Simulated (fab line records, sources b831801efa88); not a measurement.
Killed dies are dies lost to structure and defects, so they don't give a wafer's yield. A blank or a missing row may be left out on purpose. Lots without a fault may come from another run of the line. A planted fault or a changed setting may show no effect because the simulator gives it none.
fab line records | flow gf180mcu
record lots=15 wafers=45 last_day=34
route steps=602 shown V4@486 MIM@504
lots that met no fault: from a run of the same line without faults
start_h: hours from the record's first day to the start of the lot's first wafer shown | wait_h: hours since the lot's step before | " the same as in the row above | L1.1+2: a row that stands for several wafers | - no value, or no start given | * or withheld: withheld | < > ~ a bound
route shown NAME@n: a module of which the file shows steps, and the number in the route of the first | usual: mean/standard deviation of fault-free wafers | same: alike in all rows | chamber/n: place in a boat | sites: the reading at each site | _std_site: their standard deviation | _edge_site: outer sites' mean less inner sites' | radius_mm: how far each site lies from the wafer's centre | mask NAME#n: copy n | behind: the tool/chamber that last shaped the wafer | hold: why the lot was held/for how many hours/how that ended | device: the transistor (n, p or np) that didn't switch | end of line: the same wafers' tests at the end of the route | a step without rows: its recipe alone | killed: dies lost to structure and defects at the first sort, not the wafer's yield | map: a wafer's dies, x killed, . not, _ none there
set.NAME: the setting as run; set.NAME@STEP: as run at that earlier step | model.NAME: the simulator's own value behind a step, which no gauge read
steps of the route over a sample of lots; a table a step, a row a wafer
services: from which hour (start_h, from the record's first day; less than 0 if before it) a tool's chamber was out of use, for how many hours, and why
## steps
# step GF_V4_SOFTBAKE_10
# recipe temp_c=130 time_s=62.57 resist=KrF
# usual plate_sensor_t_centre_C=131.02/0.0098 plate_sensor_t_edge_C=131.21/0.01
# columns lot.wafer tool chamber start_h wait_h plate_sensor_t_centre_C plate_sensor_t_edge_C
L701.2 litho_track-03 0 - - 131.01 131.2
L701.5 " 0 " " 131.02 131.18
L701.6 " 0 " " 131.03 131.22
L702.2 litho_track-01 0 - - 131.02 131.21
L702.4 " 0 " " 131.01 131.22
L702.6 " 0 " " 131.03 131.2
L703.2 litho_track-01 0 - - 131 131.2
L703.3 " 0 " " 131.01 131.2
L703.6 " 0 " " 131.03 131.23
L706.1 litho_track-01 0 - - 131 131.21
L706.2 " 0 " " 131.02 131.21
L706.5 " 0 " " 131.03 131.18
L707.4 litho_track-01 0 - - 131.01 131.22
L707.5 " 0 " " 131.02 131.2
L707.6 " 0 " " 131.02 131.2
L708.1 litho_track-03 0 - - 131.02 131.21
L708.3 " 0 " " 131.02 131.22
L708.4 " 0 " " 131.04 131.22
L710.2 litho_track-04 0 - - 131.03 131.23
L710.3 " 0 " " 131.02 131.2
L710.6 " 0 " " 131.02 131.2
L715.2 litho_track-03 0 - - 130.99 131.2
L715.5 " 0 " " 131 131.21
L715.6 " 0 " " 131.01 131.21
L714.1 litho_track-03 0 - - 131.03 131.2
L714.5 " 0 " " 131.02 131.21
L714.6 " 0 " " 131.03 131.21
L717.1 litho_track-01 0 - - 131.01 131.23
L717.4 " 0 " " 131.02 131.2
L717.5 " 0 " " 131.03 131.2
L719.1 litho_track-01 0 - - 131 131.21
L719.3 " 0 " " 131.03 131.22
L719.4 " 0 " " 131.04 131.2
L720.1 litho_track-03 0 - - 131.02 131.22
L720.3 " 0 " " 130.99 131.22
L720.5 " 0 " " 131.02 131.21
L721.3 litho_track-03 0 - - 131.02 131.2
L721.5 " 0 " " 131.02 131.21
L721.6 " 0 " " 131.02 131.19
L723.1 litho_track-04 0 - - 131.02 131.22
L723.2 " 0 " " 131.02 131.21
L723.5 " 0 " " 131.03 131.21
L724.2 litho_track-04 0 - - 131.04 131.21
L724.3 " 0 " " 131.01 131.23
L724.5 " 0 " " 131.01 131.22
# step GF_MIM_SPUTTER_01
# recipe material=TiN target_thk_nm=30 power_w=6500 time_s=25 chamber_pressure_pa=0.4
# usual cathode_dc_power_W=6500.0/1.2 chamber_pressure_pa=0.4001/0.00079 throttle_valve_pct=30.0/1
# columns lot.wafer tool chamber start_h wait_h cathode_dc_power_W chamber_pressure_pa throttle_valve_pct
L701.2 pvd_sputter-03 - 574.94 0.1 6501.9 0.4004 30.4
L701.5 " - " " 6501.8 0.4004 30.2
L701.6 " - " " 6499.4 0.4006 29.4
L702.2 pvd_sputter-04 - 577.49 0.1 6500.7 0.4007 30.8
L702.4 " - " " 6499.6 0.3990 29.0
L702.6 " - " " 6498.9 0.4011 30.8
L703.2 pvd_sputter-03 - 589.06 0.1 6501.2 0.4007 29.4
L703.3 " - " " 6499.8 0.4004 30.2
L703.6 " - " " 6499.8 0.4011 29.6
L706.1 pvd_sputter-03 - 603.42 0.1 6499.8 0.4013 28.5
L706.2 " - " " 6501.5 0.4006 29.6
L706.5 " - " " 6501.4 0.4006 30.7
L707.4 pvd_sputter-03 - 613.32 0.1 6500.5 0.4003 30.4
L707.5 " - " " 6497.4 0.3996 28.4
L707.6 " - " " 6499.0 0.4021 30.3
L708.1 pvd_sputter-02 - 626.75 0.1 6499.8 0.3994 30.6
L708.3 " - " " 6499.9 0.4003 31.5
L708.4 " - " " 6501.9 0.4000 29.6
L710.2 pvd_sputter-02 - 635.42 0.1 6500.1 0.3999 31.3
L710.3 " - " " 6499.4 0.4000 31.1
L710.6 " - " " 6500.3 0.3992 31.3
L715.2 pvd_sputter-02 - 666.89 0.1 6499.9 0.3990 30.2
L715.5 " - " " 6500.3 0.4001 31.3
L715.6 " - " " 6500.0 0.3983 30.7
L714.1 pvd_sputter-02 - 668.82 0.1 6498.6 0.4016 29.6
L714.5 " - " " 6500.5 0.4003 30.6
L714.6 " - " " 6499.8 0.3999 31.2
L717.1 pvd_sputter-04 - 686.33 0.1 6499.2 0.4019 30.5
L717.4 " - " " 6500.8 0.3993 28.0
L717.5 " - " " 6498.0 0.3991 28.8
L719.1 pvd_sputter-03 - 698.58 0.1 6500.8 0.4001 30.5
L719.3 " - " " 6500.3 0.3998 29.5
L719.4 " - " " 6498.8 0.4003 30.4
L720.1 pvd_sputter-02 - 706.74 0.1 6499.9 0.3997 31.6
L720.3 " - " " 6500.0 0.4019 31.3
L720.5 " - " " 6500.3 0.3995 29.7
L721.3 pvd_sputter-02 - 715.48 0.1 6500.2 0.4009 30.5
L721.5 " - " " 6500.4 0.3989 31.2
L721.6 " - " " 6499.7 0.4000 31.5
L723.1 pvd_sputter-04 - 721.20 0.1 6501.5 0.4003 30.2
L723.2 " - " " 6501.7 0.3989 30.8
L723.5 " - " " 6500.3 0.3990 30.1
L724.2 pvd_sputter-02 - 728.62 0.1 6500.2 0.3999 29.4
L724.3 " - " " 6500.0 0.3993 31.2
L724.5 " - " " 6498.8 0.3997 31.4
# step GF_MIM_SPUTTER_04
# recipe material=TiN target_thk_nm=50 power_w=6500 time_s=41.7 chamber_pressure_pa=0.4
# usual cathode_dc_power_W=6499.9/1.3 chamber_pressure_pa=0.4000/0.00082 throttle_valve_pct=30.0/1
# columns lot.wafer tool chamber start_h wait_h cathode_dc_power_W chamber_pressure_pa throttle_valve_pct
L701.2 pvd_sputter-03 - 575.02 0.0 6498.0 0.3997 30.3
L701.5 " - " " 6499.6 0.3997 30.2
L701.6 " - " " 6498.0 0.3996 29.4
L702.2 pvd_sputter-04 - 577.57 0.0 6500.8 0.3999 30.5
L702.4 " - " " 6498.3 0.4005 28.9
L702.6 " - " " 6498.5 0.3998 30.9
L703.2 pvd_sputter-03 - 589.14 0.0 6499.9 0.4012 29.4
L703.3 " - " " 6500.1 0.4000 30.6
L703.6 " - " " 6502.3 0.4004 29.4
L706.1 pvd_sputter-03 - 603.50 0.0 - - -
L706.2 " - " " - - -
L706.5 " - " " - - -
L707.4 pvd_sputter-03 - 613.40 0.0 - - -
L707.5 " - " " - - -
L707.6 " - " " - - -
L708.1 pvd_sputter-02 - 626.83 0.0 - - -
L708.3 " - " " - - -
L708.4 " - " " - - -
L710.2 pvd_sputter-02 - 635.51 0.0 6498.9 0.3998 31.4
L710.3 " - " " 6500.5 0.4010 31.3
L710.6 " - " " 6500.2 0.4007 31.3
L715.2 pvd_sputter-02 - 666.97 0.0 6499.8 0.4006 30.4
L715.5 " - " " 6501.1 0.4010 31.0
L715.6 " - " " 6500.7 0.3990 30.6
L714.1 pvd_sputter-02 - 668.90 0.0 6498.8 0.4017 29.3
L714.5 " - " " 6500.2 0.4002 30.7
L714.6 " - " " 6500.4 0.3998 31.3
L717.1 pvd_sputter-04 - 686.42 0.0 6499.8 0.3998 30.4
L717.4 " - " " 6498.9 0.4007 27.8
L717.5 " - " " 6502.6 0.4017 28.8
L719.1 pvd_sputter-03 - 698.67 0.0 6498.5 0.3999 30.3
L719.3 " - " " 6502.0 0.4003 29.3
L719.4 " - " " 6499.5 0.3999 30.4
L720.1 pvd_sputter-02 - 706.82 0.0 6499.5 0.4007 31.4
L720.3 " - " " 6500.2 0.3983 30.9
L720.5 " - " " 6500.6 0.3992 29.5
L721.3 pvd_sputter-02 - 715.56 0.0 6499.7 0.4017 30.6
L721.5 " - " " 6498.9 0.4005 31.2
L721.6 " - " " 6498.4 0.3982 31.7
L723.1 pvd_sputter-04 - 721.28 0.0 6501.9 0.3991 30.4
L723.2 " - " " 6501.3 0.3991 31.0
L723.5 " - " " 6500.2 0.3992 30.5
L724.2 pvd_sputter-02 - 728.70 0.0 6497.3 0.4004 29.7
L724.3 " - " " 6498.7 0.3989 31.3
L724.5 " - " " 6500.3 0.4005 31.3
## services
# columns tool chamber start_h hours kind
pvd_sputter-03 - 544.95 1.1 repair
pvd_sputter-03 - 646.24 2.2 repair
pvd_sputter-04 - 702.33 2.6 repair
## key
first_sign step=GF_MIM_SPUTTER_04 reading=tool_record direction=missing
effect none on later readings
met_at GF_MIM_SPUTTER_04
struck_lots L706,L707,L708
later_rows_left_out L706.1,L706.2,L706.5,L707.4,L707.5,L707.6,L708.1,L708.3,L708.4
sort_left_out L706.1,L706.2,L706.5,L707.4,L707.5,L707.6,L708.1,L708.3,L708.4
not_acting_at GF_V4_SOFTBAKE_10,GF_MIM_SPUTTER_01
onset_between 589.14 603.50
fault kind=skipped_step_whole tool=pvd_sputter-02,pvd_sputter-03 chamber=- onset_h=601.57 steps=GF_MIM_SPUTTER_04 scope=struck_lots_only
# sort_left_out: the simulated sort isn't trusted on such a fault, so these wafers' sort isn't shown, and their yield isn't known
# later_rows_left_out: the simulator's readings of these wafers behind a module that went badly wrong aren't trusted and aren't shown, but for the sort
